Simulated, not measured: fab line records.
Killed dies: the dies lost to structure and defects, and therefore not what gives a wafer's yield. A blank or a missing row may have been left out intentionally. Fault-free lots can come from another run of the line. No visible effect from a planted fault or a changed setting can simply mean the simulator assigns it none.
Comparing a struck lot with a sound one || flow sky130 || 19 steps out of a route of 708
Sound: the wafers L169.1, L169.4, L169.6. Wafers struck: L175.1, L175.3, L175.4. At the end, the cause is stated.
For every step that has rows: the tool of each side, followed by ch and its chambers, followed by its first start. Under that, the readings that differ: sound wafers || struck wafers || difference of the means || sigmas: that difference in standard deviations of wafers without a fault.
alike: a reading whose means differ by less than 2 such deviations, as well as words and numbers matching on both sides. not compared: withheld readings; readings where some wafer has no value; bounds like >300 that might hide an equal value; numbers whose values overlap and for which the record gives no deviation.
A row with sigmas, a row that says differs or no value, or rows on one side alone: a step with any of these is where the two part. Numbers that have no deviation but don't overlap get no sigmas and don't part them. A reading that every wafer of one side lacks parts them only if that side has two wafers or more.

SKY_SD_N_RS_MEAS_17: the measuring method here is four-point-probe.
  sound on filmMetro-01, day 29 02:59; struck on filmMetro-03, day 31 04:53
  alike: SD_P_RS
SKY_SD_N_RS_MEAS_18: the measuring method here is four-point-probe.
  sound on filmMetro-01, day 29 03:06; struck on filmMetro-03, day 31 05:00
  alike: RES_XHIGH_RS
then, 2 steps without rows for these wafers: SKY_SALICIDE_CLEAN_00 (cleans in HF-last, time 30 s); SKY_LI_CONTACT_HDPCVD_00 (deposits PSG, target thk 930 nm, time 155 s).
SKY_LI_CONTACT_THK_MEAS_01:
  sound on filmMetro-01, day 29 03:20; struck on filmMetro-04, day 31 05:14
  alike: LI_CONTACT_HDPCVD_THK
SKY_LI_CONTACT_CMP_02: polishes PSG.
  sound on cmp-02 ch 0,1,2, day 29 03:30; struck on cmp-01 ch 0,1,3, day 31 05:18
  alike: motorCurrentA, retainingRingPressureFrac, timeToEndpointS
SKY_LI_CONTACT_BOW_MEAS_03:
  sound on filmMetro-01, day 29 03:42; struck on filmMetro-03, day 31 05:36
  alike: LI_CONTACT_BOW
then, 5 steps without rows for these wafers: SKY_LI_CONTACT_DEHYDRATE_04 (time 60 s); SKY_LI_CONTACT_HMDS_05 (prime time 60 s); SKY_LI_CONTACT_COAT_06 (resist thk 60 nm); SKY_LI_CONTACT_COAT_07 (resist thk 450 nm); SKY_LI_CONTACT_SOFTBAKE_08 (time 90 s).
SKY_LI_CONTACT_EXPOSE_09: exposes mask LICM1, target cd 170 nm.
  sound on krfScanner-02 ch 0, day 29 18:23; struck on krfScanner-02 ch 0, day 31 19:53
{"reading": "model.LI_CONTACT.overlayXNm (nm)", "sound": "-0.6227 -0.6227 -0.6227", "struck": "69.91 69.91 69.91", "difference": "+70.53", "sigmas": ""}
  alike: mask, focusOffsetNm
then, 2 steps without rows for these wafers: SKY_LI_CONTACT_PEB_10; SKY_LI_CONTACT_DEVELOP_11 (develop time 60 s).
SKY_LI_CONTACT_CD_MEAS_12 targets a cd of 170 nm.
  sound on cdSem-01, day 30 08:16; struck on cdSem-02, day 32 09:01
  alike: cdNm
SKY_LI_CONTACT_OVL_MEAS_13:
  sound on overlay-01, day 30 08:23; struck on overlay-01, day 32 09:08
{"reading": "LI_CONTACT_OVL (nm)", "sound": "2 -7 -6", "struck": "68 63 66", "difference": "+69", "sigmas": "+14"}
SKY_LI_CONTACT_ETCH_14: etches BARC in N2/H2, stops on SiO2, time 45.9 s, target depth 60 nm.
  sound on rieDiel-03 ch 0,2, day 30 08:25; struck on rieDiel-04 ch 0,1,2, day 32 09:10
  alike: drypumpMotorCurrentA, oesProductAu, throttleValvePct
  not compared: rfHoursCounterH
-- here the record skips 16 days between the struck wafers' starts before and after, leaving off in module LI_CONTACT and picking up in module PAD_OPEN (first step shown: number 708 of the route) --
SKY_PAD_OPEN_PROBE_99:
  sound on prober-01, day 46 14:21; struck on prober-01, day 48 02:46
  no value came back on the struck wafers for any of 8 readings (model.etest.pfetG5v0d10v5.rOnOhmUm, model.etest.liconPdiff.rcOhm and others); on the sound wafers model.etest.pfetG5v0d10v5.rOnOhmUm reads 4719 4672 4665
  alike: killed_at_M0_to_M3, killed_at_M4_up, killedAtContacts, killedAtFrontEnd, killedAtOther, killedDies, killedOpen, killedShort

WHERE THEY PART
Earliest at SKY_LI_CONTACT_OVL_MEAS_13; latest, in this record, at SKY_PAD_OPEN_PROBE_99.

WHY: the cause the simulator had injected
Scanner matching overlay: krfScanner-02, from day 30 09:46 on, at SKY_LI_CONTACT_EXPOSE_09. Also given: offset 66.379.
